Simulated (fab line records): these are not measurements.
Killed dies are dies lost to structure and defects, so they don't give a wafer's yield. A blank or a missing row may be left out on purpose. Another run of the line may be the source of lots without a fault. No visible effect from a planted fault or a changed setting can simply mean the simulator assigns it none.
Which of the tools did it? | flow gf180mcu | 14 lots, 42 wafers sampled, at 4 steps of a route of 602

## WHAT EACH GAUGE READ, for each wafer
GF_STI_CD_MEAS_12: target cd 220 nm. Usual: cd-nm at 220.3 nm, with a standard deviation of 1.3.
lot  | measured    | on        | cd-nm (nm)        | flag
L871 | day 2 01:18 | cd-sem-02 | 216.4 218.0 217.8 |
L873 | day 2 12:12 | cd-sem-01 | 219.2 220.2 219.7 |
L874 | day 2 17:49 | cd-sem-02 | 220.2 219.6 221.9 |
L876 | day 3 04:02 | cd-sem-01 | 218.5 220.7 219.1 |
L877 | day 3 07:56 | cd-sem-01 | 219.5 219.8 219.6 |
L878 | day 3 13:08 | cd-sem-01 | 222.7 222.9 222.9 |
L880 | day 3 23:01 | cd-sem-02 | 222.1 221.9 221.5 |
L881 | day 4 05:05 | cd-sem-01 | 219.4 220.8 219.5 |
L882 | day 4 10:37 | cd-sem-02 | 221.7 222.3 222.0 |
L883 | day 4 15:37 | cd-sem-02 | 219.4 218.7 218.9 |
L889 | day 5 23:08 | cd-sem-02 | 221.2 221.5 221.5 |
L892 | day 6 12:49 | cd-sem-01 | 220.7 220.5 220.0 |
L893 | day 6 19:14 | cd-sem-02 | 218.8 217.3 219.0 |
L894 | day 6 23:11 | cd-sem-01 | 219.5 220.0 220.4 |

GF_POLY_GATE_CD_MEAS_10: target cd 280 nm. Usual: cd-nm at 280.6 nm, with a standard deviation of 1.
lot  | measured     | on        | cd-nm (nm)        | flag
L871 | day 9 04:41  | cd-sem-01 | 281.9 282.6 281.9 |
L873 | day 9 18:14  | cd-sem-02 | 281.4 281.4 280.4 |
L874 | day 10 02:07 | cd-sem-02 | 279.1 280.1 281.6 |
L876 | day 10 16:23 | cd-sem-01 | 279.8 280.7 280.1 |
L877 | day 10 19:11 | cd-sem-01 | 281.7 281.5 281.4 |
L878 | day 11 05:39 | cd-sem-01 | 278.5 278.1 279.4 |
L880 | day 12 00:07 | cd-sem-01 | 280.5 281.6 280.7 |
L881 | day 12 06:35 | cd-sem-02 | 282.9 282.1 283.6 |
L882 | day 12 12:23 | cd-sem-01 | 279.0 279.0 280.3 |
L883 | day 12 18:20 | cd-sem-01 | 281.4 282.8 281.6 |
L889 | day 14 15:44 | cd-sem-01 | 281.3 280.5 280.5 |
L892 | day 15 08:49 | cd-sem-02 | 280.2 279.7 279.8 |
L893 | day 15 18:20 | cd-sem-01 | 281.1 281.2 280.4 |
L894 | day 16 02:05 | cd-sem-01 | 280.4 281.6 281.1 |

## TOOL THAT RAN EACH LOT (tool first, then ch and the chambers of the sampled wafers, then the start)
lot  | GF_VT_IMPLANT_IMPLANT_19        | GF_VT_IMPLANT_RTA_45
L871 | implanter-01 ch 0, day 6 04:35  | rtp-anneal-01 ch 0, day 7 12:02
L873 | implanter-01 ch 0, day 6 17:40  | rtp-anneal-02 ch 0, day 8 01:41
L874 | implanter-02 ch 0, day 7 00:55  | rtp-anneal-02 ch 0, day 8 08:53
L876 | implanter-01 ch 0, day 7 13:05  | rtp-anneal-02 ch 0, day 8 22:29
L877 | implanter-04 ch 0, day 7 18:20  | rtp-anneal-01 ch 0, day 9 03:07
L878 | implanter-02 ch 0, day 8 01:08  | rtp-anneal-01 ch 0, day 9 11:08
L880 | implanter-01 ch 0, day 8 17:40  | rtp-anneal-02 ch 0, day 10 04:14
L881 | implanter-01 ch 0, day 8 20:56  | rtp-anneal-01 ch 0, day 10 08:47
L882 | implanter-01 ch 0, day 9 04:46  | rtp-anneal-02 ch 0, day 10 17:37
L883 | implanter-04 ch 0, day 9 09:28  | rtp-anneal-02 ch 0, day 10 21:35
L889 | implanter-04 ch 0, day 11 02:38 | rtp-anneal-01 ch 0, day 12 18:05
L892 | implanter-04 ch 0, day 11 17:49 | rtp-anneal-01 ch 0, day 13 09:17
L893 | implanter-04 ch 0, day 12 03:02 | rtp-anneal-01 ch 0, day 13 18:40
L894 | implanter-01 ch 0, day 12 07:02 | rtp-anneal-01 ch 0, day 13 23:32
- GF_VT_IMPLANT_IMPLANT_19
- GF_VT_IMPLANT_RTA_45: time 30 s.

## WHAT THE TOOLS THEMSELVES READ (means of the sampled wafers that have a number; where no wafer has one, the mark that the record gives instead)
GF_VT_IMPLANT_IMPLANT_19. Usual: dose-ions-cm2 4.35e+12, standard deviation 4.6e+09; faraday-current-uA 24.5, standard deviation 0.5.
lot  | tool         | dose-ions-cm2 | faraday-current-uA | flag
L871 | implanter-01 | 4.35e+12      | 24.9               |
L873 | implanter-01 | 4.35e+12      | 24.7               |
L874 | implanter-02 | 4.35e+12      | 24.2               |
L876 | implanter-01 | 4.35e+12      | 24.8               |
L877 | implanter-04 | 4.35e+12      | 24.3               |
L878 | implanter-02 | 4.35e+12      | 24.9               |
L880 | implanter-01 | 4.35e+12      | 24.8               |
L881 | implanter-01 | 4.00e+12      | 22.8               | OFF
L882 | implanter-01 | 3.99e+12      | 22.2               | OFF
L883 | implanter-04 | 4.35e+12      | 24.5               |
L889 | implanter-04 | 4.35e+12      | 24.8               |
L892 | implanter-04 | 4.34e+12      | 24.7               |
L893 | implanter-04 | 4.35e+12      | 24.7               |
L894 | implanter-01 | 4.35e+12      | 24.1               |

GF_VT_IMPLANT_RTA_45. Usual: lamp-power-pct 36 %, standard deviation 3.9; wafer_temp_C_max 1056.5, standard deviation 1.5.
lot  | tool          | lamp-power-pct (%) | wafer_temp_C_max | flag
L871 | rtp-anneal-01 | 32                 | 1055.6           |
L873 | rtp-anneal-02 | 40                 | 1057.5           |
L874 | rtp-anneal-02 | 40                 | 1057.8           |
L876 | rtp-anneal-02 | 40                 | 1056.7           |
L877 | rtp-anneal-01 | 32                 | 1056.2           |
L878 | rtp-anneal-01 | 32                 | 1055.0           |
L880 | rtp-anneal-02 | 40                 | 1058.4           |
L881 | rtp-anneal-01 | 32                 | 1056.0           |
L882 | rtp-anneal-02 | 40                 | 1056.9           |
L883 | rtp-anneal-02 | 40                 | 1058.9           |
L889 | rtp-anneal-01 | 32                 | 1055.0           |
L892 | rtp-anneal-01 | 32                 | 1055.5           |
L893 | rtp-anneal-01 | 32                 | 1055.5           |
L894 | rtp-anneal-01 | 32                 | 1055.2           |

## THE ANSWER, worked out from the rows above alone
Rule: lot off if the mean of its wafers having a number is beyond 3 standard deviations from the usual mean. A lot without any number at a reading at which 4 lots or more have one is off too. Any other lot the step has rows for is counted as sound. The gauges are gone through in route order, then the tools' own readings, and for those a lot's mean is taken as printed above. At the first step where some lot is off, the reading lying furthest off is the one used; lots without a number count as furthest.
Off: L881, L882, at GF_VT_IMPLANT_IMPLANT_19 (dose-ions-cm2).
If a tool, at that step or one of the process steps before it, ran each lot that is off and ran no sound lot following the first of them, it fits. None of those tried fits.

## WHAT THE SIMULATOR HAD PUT IN
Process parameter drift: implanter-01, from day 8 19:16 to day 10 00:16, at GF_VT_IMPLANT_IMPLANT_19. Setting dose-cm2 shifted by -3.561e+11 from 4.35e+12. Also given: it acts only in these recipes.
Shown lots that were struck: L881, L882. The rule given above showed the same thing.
